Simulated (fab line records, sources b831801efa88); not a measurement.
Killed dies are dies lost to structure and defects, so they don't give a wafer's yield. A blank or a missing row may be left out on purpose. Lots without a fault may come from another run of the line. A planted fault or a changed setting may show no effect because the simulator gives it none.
Which tool did it? | flow gf180mcu | 11 lots, 33 wafers sampled, at 3 steps of a route of 602

WHAT THE GAUGES READ, wafer by wafer
GF_V2_RS_MEAS_24: measures by four-point-probe.
lot  | measured     | on            | V2_W_RS (ohm/sq)
L146 | day 21 00:26 | film_metro-03 | 43.622 43.914 44.171
L147 | day 21 06:45 | film_metro-01 | 44.668 44.760 44.899
L148 | day 21 20:04 | film_metro-04 | 43.491 43.995 43.883
L156 | day 24 21:01 | film_metro-01 | 0.321 0.323 0.322
L158 | day 25 11:39 | film_metro-04 | 0.325 0.325 0.325
L159 | day 25 16:04 | film_metro-01 | 0.326 0.323 0.329
L160 | day 25 21:54 | film_metro-03 | 0.326 0.327 0.331
L161 | day 26 08:25 | film_metro-03 | 0.327 0.327 0.326
L164 | day 27 07:28 | film_metro-01 | 0.328 0.333 0.328
L165 | day 27 08:02 | film_metro-01 | 0.330 0.329 0.329
L166 | day 27 15:03 | film_metro-03 | 0.335 0.336 0.337

WHICH TOOL RAN EACH LOT (tool, then ch and the chambers of the sampled wafers, then the start)
lot  | GF_V2_ETCH_16                      | GF_V2_CVD_23
L146 | rie_diel-03 ch 0,1,2, day 20 23:32 | cvd_w-01 ch 0,1, day 21 00:18
L147 | rie_diel-01 ch 0,1,3, day 21 05:53 | cvd_w-02 ch 1, day 21 06:38
L148 | rie_diel-03 ch 0,1,2, day 21 19:10 | cvd_w-01 ch 0,1, day 21 19:56
L156 | rie_diel-01 ch 2,3, day 24 20:04   | cvd_w-02 ch 0,1, day 24 20:54
L158 | rie_diel-02 ch 0,1, day 25 10:43   | cvd_w-02 ch 0,1, day 25 11:31
L159 | rie_diel-01 ch 1,2, day 25 15:08   | cvd_w-02 ch 0,1, day 25 15:56
L160 | rie_diel-03 ch 0,1,3, day 25 21:01 | cvd_w-02 ch 0,1, day 25 21:47
L161 | rie_diel-03 ch 2,3, day 26 07:31   | cvd_w-01 ch 0,1, day 26 08:19
L164 | rie_diel-02 ch 0,1,2, day 27 06:34 | cvd_w-02 ch 0,1, day 27 07:20
L165 | rie_diel-03 ch 0,1,2, day 27 07:10 | cvd_w-01 ch 0,1, day 27 07:55
L166 | rie_diel-03 ch 0,2, day 27 14:10   | cvd_w-02 ch 0, day 27 14:56
- GF_V2_ETCH_16: etches BARC in N2/H2.
- GF_V2_CVD_23: deposits W, target thk 350 nm, time 104.94 s.

THE ANSWER, worked out from the rows above alone
Rule: what is usual is taken from the lots themselves. Put in order of their means at a reading, lots are off if they are a third of the lots or fewer, leave a main group of 4 or more, and stand apart from it by a gap of 3 or more times the standard deviation of the main group's means; of several such gaps the widest counts. A main group whose means are all the same, to the digits that the tables above print for the reading, isn't used. A lot without any number at a reading at which 4 lots or more have one is off too. The other lots that the step has rows for count as sound.
Off: L146, L147, L148, at GF_V2_RS_MEAS_24 (V2_W_RS). The main group: mean 0.328 ohm/sq, standard deviation 0.0039.
A tool fits if, at a process step before that reading, it ran every lot that is off, and no sound lot after the first of them. The gauges at GF_V2_RS_MEAS_24 are tried like those tools. None of those tried fits.

WHAT THE SIMULATOR HAD PUT IN
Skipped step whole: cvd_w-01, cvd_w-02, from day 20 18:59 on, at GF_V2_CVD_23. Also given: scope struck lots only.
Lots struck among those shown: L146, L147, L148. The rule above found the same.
